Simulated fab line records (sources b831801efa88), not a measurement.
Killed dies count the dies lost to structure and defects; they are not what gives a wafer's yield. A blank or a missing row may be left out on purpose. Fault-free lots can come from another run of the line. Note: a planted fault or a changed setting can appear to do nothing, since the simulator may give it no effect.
Which tool was responsible?	flow gf180mcu	24 lots with 72 wafers sampled at 3 steps, on a route of 602 steps

WHAT EACH GAUGE READ, for each wafer
GF_M2_RS_MEAS_05: a four-point-probe measurement. Usual: M2_ALCU_RS 0.0696 ohm/sq, standard deviation 0.00075.
lot	measured	on	M2_ALCU_RS (ohm/sq)	flag
L074	day 18 08:58	film-metro-03	0.0703 0.0705 0.0700	
L075	day 18 12:06	film-metro-03	0.0706 0.0703 0.0701	
L076	day 18 22:50	film-metro-03	0.0701 0.0702 0.0704	
L077	day 19 06:51	film-metro-02	0.0694 0.0699 0.0692	
L078	day 19 14:55	film-metro-03	0.0685 0.0689 0.0683	
L079	day 20 01:16	film-metro-04	0.0685 0.0683 0.0684	
L080	day 20 11:28	film-metro-04	0.0696 0.0696 0.0696	
L081	day 21 00:20	film-metro-03	0.0695 0.0690 0.0696	
L082	day 21 08:21	film-metro-04	0.0701 0.0704 0.0705	
L083	day 21 17:37	film-metro-03	0.0694 0.0692 0.0692	
L084	day 22 03:14	film-metro-02	0.0696 0.0697 0.0692	
L085	day 22 07:25	film-metro-03	0.0703 0.0704 0.0704	
L086	day 22 21:08	film-metro-04	0.0714 0.0703 0.0709	
L087	day 22 23:02	film-metro-02	0.0697 0.0696 0.0688	
L088	day 24 02:02	film-metro-02	0.0690 0.0696 0.0694	
L090	day 24 12:32	film-metro-03	0.0703 0.0692 0.0697	
L089	day 24 13:19	film-metro-04	0.0685 0.0685 0.0691	
L091	day 24 15:04	film-metro-04	0.0693 0.0698 0.0692	
L092	day 24 17:58	film-metro-03	0.0708 0.0701 0.0696	
L093	day 25 00:26	film-metro-02	0.0692 0.0691 0.0697	
L094	day 25 17:50	film-metro-02	0.0695 0.0693 0.0686	
L095	day 26 00:00	film-metro-02	0.0711 0.0706 0.0709	
L096	day 26 08:48	film-metro-03	0.0683 0.0691 0.0683	
L097	day 26 17:05	film-metro-03	0.0690 0.0695 0.0695	

GF_V2_THK_MEAS_01. Usual: V2_CVD_00_THK 603 nm, standard deviation 5.5.
lot	measured	on	V2_CVD_00_THK (nm)	flag
L074	day 19 10:41	film-metro-01	608 604 613	
L075	day 19 13:44	film-metro-01	612 609 613	
L076	day 20 00:14	film-metro-04	607 600 599	
L077	day 20 08:03	film-metro-02	601 606 598	
L078	day 20 16:09	film-metro-02	603 604 610	
L079	day 21 02:30	film-metro-04	600 598 602	
L080	day 21 12:24	film-metro-01	612 606 611	
L081	day 22 01:55	film-metro-01	603 599 595	
L082	day 22 09:09	film-metro-04	608 615 611	
L083	day 22 18:24	film-metro-04	607 602 609	
L084	day 23 03:20	film-metro-01	600 603 601	
L085	day 23 07:28	film-metro-04	607 599 596	
L086	day 23 21:10	film-metro-01	609 611 612	
L087	day 23 22:33	film-metro-02	604 611 609	
L088	day 25 01:22	film-metro-02	602 613 602	
L090	day 25 09:35	film-metro-04	605 605 593	
L089	day 25 11:01	film-metro-04	605 598 603	
L091	day 25 13:27	film-metro-04	593 594 595	
L092	day 25 16:03	film-metro-02	615 606 599	
L093	day 25 22:42	film-metro-04	596 594 595	
L094	day 26 15:38	film-metro-02	600 609 595	
L095	day 26 22:13	film-metro-04	599 597 602	
L096	day 27 06:30	film-metro-02	606 604 600	
L097	day 27 14:26	film-metro-04	598 593 603	

EACH LOT AND THE TOOL THAT RAN IT (in order: tool; ch and the chambers of the sampled wafers; start)
lot	GF_M1_SPUTTER_03
L074	pvd-sputter-04, day 16 06:31
L075	pvd-sputter-04, day 16 10:25
L076	pvd-sputter-02, day 16 19:43
L077	pvd-sputter-04, day 17 04:28
L078	pvd-sputter-04, day 17 11:19
L079	pvd-sputter-02, day 17 21:37
L080	pvd-sputter-03, day 18 06:40
L081	pvd-sputter-04, day 18 19:40
L082	pvd-sputter-03, day 19 04:52
L083	pvd-sputter-03, day 19 13:34
L084	pvd-sputter-02, day 20 00:25
L085	pvd-sputter-02, day 20 03:55
L086	pvd-sputter-03, day 20 18:19
L087	pvd-sputter-02, day 20 19:19
L088	pvd-sputter-04, day 22 01:01
L090	pvd-sputter-04, day 22 11:37
L089	pvd-sputter-03, day 22 12:35
L091	pvd-sputter-02, day 22 13:52
L092	pvd-sputter-04, day 22 16:38
L093	pvd-sputter-02, day 22 20:18
L094	pvd-sputter-02, day 23 18:53
L095	pvd-sputter-03, day 23 23:27
L096	pvd-sputter-02, day 24 11:45
L097	pvd-sputter-04, day 24 19:48
- GF_M1_SPUTTER_03: material Ti, target thk 10 nm, time 6.7 s.

AS READ BY THE TOOLS THEMSELVES (means over the sampled wafers that have a number; for cases with no such wafer, the mark the record gives instead)
GF_M1_SPUTTER_03. Usual: throttle-valve-pct at 30.5 %, with a standard deviation of 0.6.
lot	tool	throttle-valve-pct (%)	flag
L074	pvd-sputter-04	31.1	
L075	pvd-sputter-04	30.4	
L076	pvd-sputter-02	30.6	
L077	pvd-sputter-04	30.7	
L078	pvd-sputter-04	31.1	
L079	pvd-sputter-02	30.7	
L080	pvd-sputter-03	30.1	
L081	pvd-sputter-04	30.6	
L082	pvd-sputter-03	29.9	
L083	pvd-sputter-03	29.9	
L084	pvd-sputter-02	30.6	
L085	pvd-sputter-02	30.6	
L086	pvd-sputter-03	30.3	
L087	pvd-sputter-02	30.2	
L088	pvd-sputter-04	31.0	
L090	pvd-sputter-04	30.6	
L089	pvd-sputter-03	30.2	
L091	pvd-sputter-02	30.6	
L092	pvd-sputter-04	30.7	
L093	pvd-sputter-02	30.7	
L094	pvd-sputter-02	30.9	
L095	pvd-sputter-03	30.0	
L096	pvd-sputter-02	30.8	
L097	pvd-sputter-04	31.0	

THE ANSWER, worked out from the rows above alone
Rule: lot off if the mean of its wafers having a number is beyond 3 standard deviations from the usual mean. A lot without any number at a reading at which 4 lots or more have one is off too. All remaining lots with rows at the step are treated as sound. The gauges are gone through in route order, then the tools' own readings, and for those a lot's mean is taken as printed above. The first step at which some lot is off is used, and at that step the reading that is off furthest; a lot without a number counts as furthest.
None of the lots is off at any reading shown; this tells nothing.

WHAT THE SIMULATOR HAD PUT IN
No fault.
